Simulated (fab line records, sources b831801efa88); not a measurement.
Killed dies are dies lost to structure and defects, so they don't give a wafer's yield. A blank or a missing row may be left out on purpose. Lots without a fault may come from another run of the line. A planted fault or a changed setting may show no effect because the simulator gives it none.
Which tool did it? | flow sky130 | 14 lots, 42 wafers sampled, at 2 steps of a route of 708

WHAT THE GAUGES READ, wafer by wafer
The record holds no reading of a measuring or inspecting step that can be judged against a usual standard deviation.

WHICH TOOL RAN EACH LOT (tool, then ch and the chambers of the sampled wafers, then the start)
lot  | SKY_VIA3_STRIP_17               | SKY_PAD_OPEN_PROBE_99
L772 | wet_bench-03 ch 0, day 39 06:43 | prober-01, day 45 10:25
L773 | wet_bench-01 ch 0, day 39 20:07 | prober-02, day 45 22:16
L774 | wet_bench-03 ch 3, day 40 10:02 | prober-01, day 46 09:44
L776 | wet_bench-03 ch 2, day 40 22:38 | prober-02, day 46 19:53
L775 | wet_bench-03 ch 0, day 41 00:10 | prober-01, day 46 21:01
L777 | wet_bench-01 ch 1, day 41 02:15 | prober-02, day 46 22:13
L779 | wet_bench-01 ch 0, day 41 18:33 | prober-02, day 47 12:52
L780 | wet_bench-02 ch 1, day 42 01:17 | prober-01, day 47 18:11
L781 | wet_bench-01 ch 2, day 42 07:40 | prober-02, day 48 00:52
L783 | wet_bench-03 ch 3, day 43 03:38 | prober-02, day 48 16:13
L786 | wet_bench-03 ch 0, day 43 18:27 | prober-02, day 49 05:10
L787 | wet_bench-02 ch 2, day 43 19:56 | prober-01, day 49 03:40
L788 | wet_bench-03 ch 3, day 44 04:02 | prober-01, day 49 11:10
L792 | wet_bench-02 ch 2, day 45 08:35 | prober-01, day 50 10:26
- SKY_VIA3_STRIP_17: strips in post etch residue remover, time 1200 s.
- SKY_PAD_OPEN_PROBE_99

WHAT THE TOOLS THEMSELVES READ (means of the sampled wafers that have a number; where no wafer has one, the mark that the record gives instead)
SKY_VIA3_STRIP_17.
lot  | tool         | bath_heat_duty_pct (%)
L772 | wet_bench-03 | 16.8
L773 | wet_bench-01 | 15.1
L774 | wet_bench-03 | 13.2
L776 | wet_bench-03 | 15.6
L775 | wet_bench-03 | 16.4
L777 | wet_bench-01 | 16.7
L779 | wet_bench-01 | 14.8
L780 | wet_bench-02 | 13.9
L781 | wet_bench-01 | 12.0
L783 | wet_bench-03 | 13.9
L786 | wet_bench-03 | 16.8
L787 | wet_bench-02 | 14.4
L788 | wet_bench-03 | 13.3
L792 | wet_bench-02 | 14.0

SKY_PAD_OPEN_PROBE_99.
lot  | tool      | defect_limited_yield (%) | killed_at_M0_to_M3 | killed_at_M4_up | killed_at_contacts | killed_at_front_end | killed_at_other | killed_dies | killed_open | killed_short | sort_bin_3_pad_short (%) | sort_bin_5_function (%) | sort_bin_6_memory (%) | sort_n_pass | sort_yield_pct (%)
L772 | prober-01 | 82.2                     | 45                 | 4.3             | 20                 | 18                  | 0.3             | 88          | 52          | 36           | 0.8                      | 10.9                    | 6.1                   | 404         | 82.2
L773 | prober-02 | 82.5                     | 41                 | 2.7             | 24                 | 18                  | 0.3             | 86          | 47          | 39           | 0.9                      | 10.7                    | 5.8                   | 406         | 82.5
L774 | prober-01 | 82.7                     | 42                 | 4.7             | 25                 | 13                  | 0.0             | 85          | 46          | 39           | 0.9                      | 10.5                    | 5.9                   | 407         | 82.7
L776 | prober-02 | 81.5                     | 48                 | 2.3             | 21                 | 20                  | 0.0             | 91          | 46          | 44           | 0.8                      | 10.2                    | 7.5                   | 401         | 81.5
L775 | prober-01 | 83.5                     | 35                 | 5.0             | 27                 | 14                  | 0.3             | 81          | 43          | 38           | 1.1                      | 8.6                     | 6.7                   | 411         | 83.5
L777 | prober-02 | 81.7                     | 46                 | 1.7             | 28                 | 14                  | 0.3             | 90          | 49          | 41           | 1.3                      | 10.9                    | 6.2                   | 402         | 81.7
L779 | prober-02 | 82.3                     | 39                 | 5.3             | 25                 | 18                  | 0.3             | 87          | 46          | 41           | 1.1                      | 10.6                    | 5.9                   | 405         | 82.3
L780 | prober-01 | 83.5                     | 42                 | 2.7             | 20                 | 15                  | 0.7             | 81          | 46          | 35           | 0.3                      | 10.4                    | 5.7                   | 411         | 83.5
L781 | prober-02 | 79.4                     | 49                 | 5.0             | 31                 | 15                  | 1.0             | 101         | 59          | 42           | 1.4                      | 11.3                    | 7.8                   | 391         | 79.4
L783 | prober-02 | 83.7                     | 44                 | 2.3             | 21                 | 12                  | 0.3             | 80          | 42          | 38           | 0.8                      | 9.9                     | 5.6                   | 412         | 83.7
L786 | prober-02 | 74.8                     | 85                 | 4.7             | 21                 | 13                  | 0.3             | 124         | 45          | 37           | 1.8                      | 16.2                    | 7.2                   | 368         | 74.8
L787 | prober-01 | 83.9                     | 35                 | 4.3             | 21                 | 19                  | 0.3             | 79          | 41          | 38           | 0.6                      | 10.3                    | 5.2                   | 413         | 83.9
L788 | prober-01 | 78.4                     | 73                 | 3.7             | 18                 | 11                  | 0.3             | 106         | 41          | 36           | 1.6                      | 13.9                    | 6.1                   | 386         | 78.4
L792 | prober-01 | 83.5                     | 45                 | 2.3             | 24                 | 10                  | 0.3             | 81          | 42          | 39           | 1.1                      | 9.1                     | 6.4                   | 411         | 83.5

THE ANSWER, worked out from the rows above alone
Rule: what is usual is taken from the lots themselves. Put in order of their means at a reading, lots are off if they are a third of the lots or fewer, leave a main group of 4 or more, and stand apart from it by a gap of 3 or more times the standard deviation of the main group's means; of several such gaps the widest counts. A main group whose means are all the same, to the digits that the tables above print for the reading, isn't used. A lot without any number at a reading at which 4 lots or more have one is off too. The other lots that the step has rows for count as sound. The gauges are gone through in route order, then the tools' own readings, and for those a lot's mean is taken as printed above. The first step at which some lot is off is used, and at that step the reading that is off furthest; a lot without a number counts as furthest.
Off: L786, L788, at SKY_PAD_OPEN_PROBE_99 (killed_at_M0_to_M3). The main group: mean 43, standard deviation 4.3.
A tool fits if, at that step or a process step before it, it ran every lot that is off, and no sound lot after the first of them. One fits: wet_bench-03 at SKY_VIA3_STRIP_17. Its last sound lot is L783 (day 43 03:38), its first lot that is off L786 (day 43 18:27): a fault that began between those two fits.

WHAT THE SIMULATOR HAD PUT IN
Chamber particle source: wet_bench-03, from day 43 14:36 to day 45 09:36, at SKY_VIA3_STRIP_17. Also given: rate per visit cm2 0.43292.
Lots struck among those shown: L786, L788. The rule above found the same.
